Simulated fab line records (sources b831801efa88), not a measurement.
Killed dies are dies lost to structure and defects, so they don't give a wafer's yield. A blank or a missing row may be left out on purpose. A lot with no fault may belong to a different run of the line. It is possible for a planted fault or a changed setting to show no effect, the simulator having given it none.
A struck lot beside a sound one | flow sfq line | 42 out of 325 route steps
Sound: wafers L854.2, L854.4, L854.6. Struck: wafer L860.1 (L860.3, L860.6, from the same lot, were not struck and are left out); the cause is given at the end.
Per side, at each step with rows, come the tool, then ch with its chambers, and then its first start. Under that, the readings that differ: sound wafers | struck wafers | difference of the means | sigmas: that difference in standard deviations of wafers without a fault.
alike: readings whose means differ by less than 2 such deviations, and words and numbers that are the same on both sides. not compared: withheld readings, readings that some wafer has no value for, bounds like >300 that may hide the same value, and numbers for which the record gives no deviation and whose values overlap.
Wherever a step has rows on one side only, a row that says differs or no value, or a row with sigmas, the two part there. Numbers that have no deviation but don't overlap get no sigmas and don't part them. A reading that every wafer of one side lacks parts them only if that side has two wafers or more.

first, 6 steps without rows for these wafers: SFQ_TRILAYER_I4_VIA_LITHO_COAT_108 (resist thk 62 nm); SFQ_TRILAYER_I4_VIA_LITHO_COAT_103 (resist thk 650 nm); SFQ_TRILAYER_I4_VIA_LITHO_SOFTBAKE_107; SFQ_TRILAYER_I4_VIA_LITHO_EXPOSE_104 (exposes mask I4, target cd 700 nm); SFQ_TRILAYER_I4_VIA_LITHO_PEB_106 (peb time 60 s); SFQ_TRILAYER_I4_VIA_LITHO_DEVELOP_105 (time 60 s).
SFQ_I4_OVL_MEAS_928:
  sound: overlay-02 at day 46 23:05; struck: overlay-01 at day 54 02:09
  alike: I4_OVL
then, 1 step without rows for these wafers: SFQ_TRILAYER_I4_VIA_BARC_OPEN_VIA_ETCH_146 (etches BARC in O2, target depth 125 nm, time 41.7 s).
SFQ_TRILAYER_I4_VIA_ETCH_VIA_ETCH_106: etches SiO2 in CHF3, stops on Nb, target depth 260 nm.
  sound on rie diel-02 ch 0,1, day 46 23:10; struck on rie diel-02 ch 2, day 54 02:14
  alike: drypump motor current A, oes product au
then, 3 steps without rows for these wafers: SFQ_TRILAYER_I4_VIA_STRIP_STRIP_107 (strips in O2); SFQ_TRILAYER_I4_VIA_STRIP_SOLV_CLEAN_108 (cleans in NMP, time 600 s); SFQ_TRILAYER_JJ_TRILAYER_DEP_PRE_CLEAN_113 (time 22.5 s).
SFQ_TRILAYER_JJ_TRILAYER_DEP_SPUTTER_109: material Nb, target thk 150 nm, time 100 s.
  sound: pvd sputter-05 at day 47 00:05; struck: pvd sputter-03 at day 54 03:08
  reading                                                      | sound             | struck | difference | sigmas
  model.Nb_of_TRILAYER_JJ_TRILAYER_DEP_SPUTTER_109.thk nm (nm) | 149.4 148.6 146.8 | 179.7  | +31.4      |
  alike: throttle valve pct
then, 3 steps without rows for these wafers: SFQ_TRILAYER_JJ_TRILAYER_DEP_SPUTTER_110 (material Al, target thk 8 nm, time 10 s); SFQ_TRILAYER_JJ_TRILAYER_DEP_AL_OXIDATION_111 (oxidation time 600 s); SFQ_TRILAYER_JJ_TRILAYER_DEP_SPUTTER_112 (material Nb, target thk 170 nm, time 113.3 s).
SFQ_JJ_RS_MEAS_929: measures by four-point-probe.
  sound: film metro-02 at day 47 01:16; struck: film metro-02 at day 54 04:19
  reading           | sound             | struck | difference | sigmas
  JJ_NB_RS (ohm/sq) | 1.058 1.068 1.061 | 1.028  | -0.034     | -4
then, 6 steps without rows for these wafers: SFQ_TRILAYER_JJ_CE_LITHO_COAT_119 (resist thk 62 nm); SFQ_TRILAYER_JJ_CE_LITHO_COAT_114 (resist thk 600 nm); SFQ_TRILAYER_JJ_CE_LITHO_SOFTBAKE_118; SFQ_TRILAYER_JJ_CE_LITHO_EXPOSE_115 (exposes mask J5, target cd 700 nm); SFQ_TRILAYER_JJ_CE_LITHO_PEB_117 (peb time 60 s); SFQ_TRILAYER_JJ_CE_LITHO_DEVELOP_116 (time 60 s).
SFQ_JJ_OVL_MEAS_931:
  sound: overlay-01 at day 52 03:52; struck: overlay-02 at day 54 08:18
  alike: J5_OVL
next, for these wafers, 1 step has no rows: SFQ_TRILAYER_JJ_CE_METRO_MEASURE_117.
SFQ_TRILAYER_JJ_CE_BARC_OPEN_RIE_150: chemistry O2, target BARC, target depth 240 nm, time 80 s.
  sound on rie metal-02 ch 0,1, day 52 05:05; struck on rie metal-01 ch 1, day 54 09:32
  alike: drypump motor current A, oes product au
  not compared: rf hours counter h
SFQ_TRILAYER_JJ_CE_ETCH_RIE_118: chemistry SF6, target Nb, stops on Al2O3, time 97.7 s, target depth 170 nm.
  sound on rie metal-02 ch 0,1, day 52 05:11; struck on rie metal-01 ch 1, day 54 09:38
  alike: drypump motor current A, oes product au
  not compared: rf hours counter h
next, for these wafers, 1 step has no rows: SFQ_TRILAYER_JJ_ANODIZE_ANODIZE_119.
SFQ_TRILAYER_JJ_CE_STRIP_STRIP_120: strips in O2.
  sound on rie metal-04 ch 0, day 52 05:47; struck on rie metal-04 ch 1, day 54 10:14
  alike: drypump motor current A, oes product au
  not compared: rf hours counter h
then, 7 steps without rows for these wafers: SFQ_TRILAYER_JJ_CE_STRIP_SOLV_CLEAN_121 (cleans in NMP, time 600 s); SFQ_TRILAYER_M5_LITHO_COAT_128 (resist thk 62 nm); SFQ_TRILAYER_M5_LITHO_COAT_123 (resist thk 600 nm); SFQ_TRILAYER_M5_LITHO_SOFTBAKE_127; SFQ_TRILAYER_M5_LITHO_EXPOSE_124 (exposes mask M5, target cd 700 nm); SFQ_TRILAYER_M5_LITHO_PEB_126 (peb time 60 s); SFQ_TRILAYER_M5_LITHO_DEVELOP_125 (time 60 s).
SFQ_M5_OVL_MEAS_932:
  sound: overlay-02 at day 52 10:59; struck: overlay-01 at day 55 03:11
  reading     | sound     | struck | difference | sigmas
  M5_OVL (nm) | -10 -1 -3 | 9      | +14        | +2
then, 1 step without rows for these wafers: SFQ_TRILAYER_M5_BARC_OPEN_METAL_ETCH_161 (etches BARC in O2, target depth 125 nm, time 41.7 s).
SFQ_TRILAYER_M5_ETCH_METAL_ETCH_126: etches Nb in Cl2/BCl3, stops on SiO2, time 203.2 s, target depth 265 nm.
  sound on rie metal-01 ch 0,1, day 52 11:04; struck on rie metal-01 ch 1, day 55 03:16
  reading                        | sound             | struck | difference | sigmas
  oes product au (a.u.)          | 0.731 0.713 0.724 | 0.801  | +0.078     | +13
  model.M5.feature depth nm (nm) | 161.5 160.8 159.2 | 192    | +32        |
  model.etch.depth nm (nm)       | 149.4 148.6 146.8 | 179.7  | +31.4      |
  alike: drypump motor current A
  not compared: rf hours counter h
SFQ_TRILAYER_M5_STRIP_STRIP_127: strips in O2.
  sound on rie metal-01 ch 0,1, day 52 11:16; struck on rie metal-01 ch 1, day 55 03:28
  alike: drypump motor current A, oes product au
  not compared: rf hours counter h
then, 1 step without rows for these wafers: SFQ_TRILAYER_M5_STRIP_SOLV_CLEAN_128 (cleans in NMP, time 600 s).
-- the record jumps here: 23 days lie between the struck wafers' starts before and after --
SFQ_M8_BOW_MEAS_951:
  sound: film metro-04 at day 77 09:25; struck: film metro-02 at day 78 05:09
  reading                 | sound             | struck | difference | sigmas
  model.etest.m5.ohm um   | 1.712 1.717 1.732 | 1.42   | -0.30      |
  model.etest.i4.link ohm | 2.164 2.179 2.188 | 1.976  | -0.201     |
  model.etest.m5.ohm sq   | 1.193 1.199 1.214 | 0.9919 | -0.2101    |
  model.etest.i5.link ohm | 2.262 2.281 2.283 | 2.109  | -0.166     |
  alike: M8_BOW

## WHERE THEY PART
Last at SFQ_TRILAYER_M5_ETCH_METAL_ETCH_126 as far as this record goes, first at SFQ_JJ_RS_MEAS_929. Later steps at which nothing parts them and some readings are alike: SFQ_TRILAYER_M5_STRIP_STRIP_127, SFQ_M8_BOW_MEAS_951.

WHY: what had been put in by the simulator
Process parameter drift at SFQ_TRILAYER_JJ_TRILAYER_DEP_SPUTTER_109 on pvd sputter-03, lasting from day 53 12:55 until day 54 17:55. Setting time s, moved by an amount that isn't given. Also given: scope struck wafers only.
